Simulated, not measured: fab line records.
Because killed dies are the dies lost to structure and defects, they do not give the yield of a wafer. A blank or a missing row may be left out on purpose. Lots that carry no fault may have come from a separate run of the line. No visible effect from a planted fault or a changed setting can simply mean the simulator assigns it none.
Chamber matching + flow gf180mcu + GF_V5_CVD_02 on pecvd-04 has 3 sister chambers
The step deposits SiO2 from TEOS, target thk 1450 nm, time 163.28 s. 3 wafers are shown with their chamber, then 7 later ones without.

## EACH WAFER AND ITS CHAMBER
| wafer  | chamber | heater power outer w (W) |
|--------|---------|--------------------------|
| L920.6 | 1       | 349                      |
| L926.2 | 2       | 354                      |
| L926.3 | 0       | 426                      |

## WAFERS WITH NO CHAMBER GIVEN
| wafer  | heater power outer w (W) |
|--------|--------------------------|
| L926.6 | 339                      |
| L927.3 | 393                      |
| L927.4 | 319                      |
| L927.6 | 351                      |
| L928.2 | 385                      |
| L928.5 | 311                      |
| L928.6 | 283                      |

## EACH ONE'S CHAMBER
| wafer  | from the rows above          | in truth |
|--------|------------------------------|----------|
| L926.6 | can't be placed: 1 or 2      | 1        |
| L927.3 | can't be placed: 0 or 2 or 1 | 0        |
| L927.4 | can't be placed: 1 or 2      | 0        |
| L927.6 | can't be placed: 1 or 2      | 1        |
| L928.2 | can't be placed: 2 or 1 or 0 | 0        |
| L928.5 | can't be placed: 1 or 2      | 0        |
| L928.6 | can't be placed: 1 or 2      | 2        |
Placed correctly: 0 of 7. Cannot be placed on the basis of these rows: 7; the candidates contain the true chamber in 5. Number placed wrongly: 0.
How it was worked out, from the rows above alone: a wafer's distance from a chamber is the root of the sum, over the readings, of the square of ((its reading less the chamber's mean) divided by the reading's scatter). The wafer belongs to the nearest chamber; if the next one is less than 2 further off, it can't be placed. For every chamber, the mean is computed from those of its wafers that are shown. The scatter: with one shown wafer a chamber, the root of the mean of the squares of how far each hidden wafer lies from its nearest shown one.
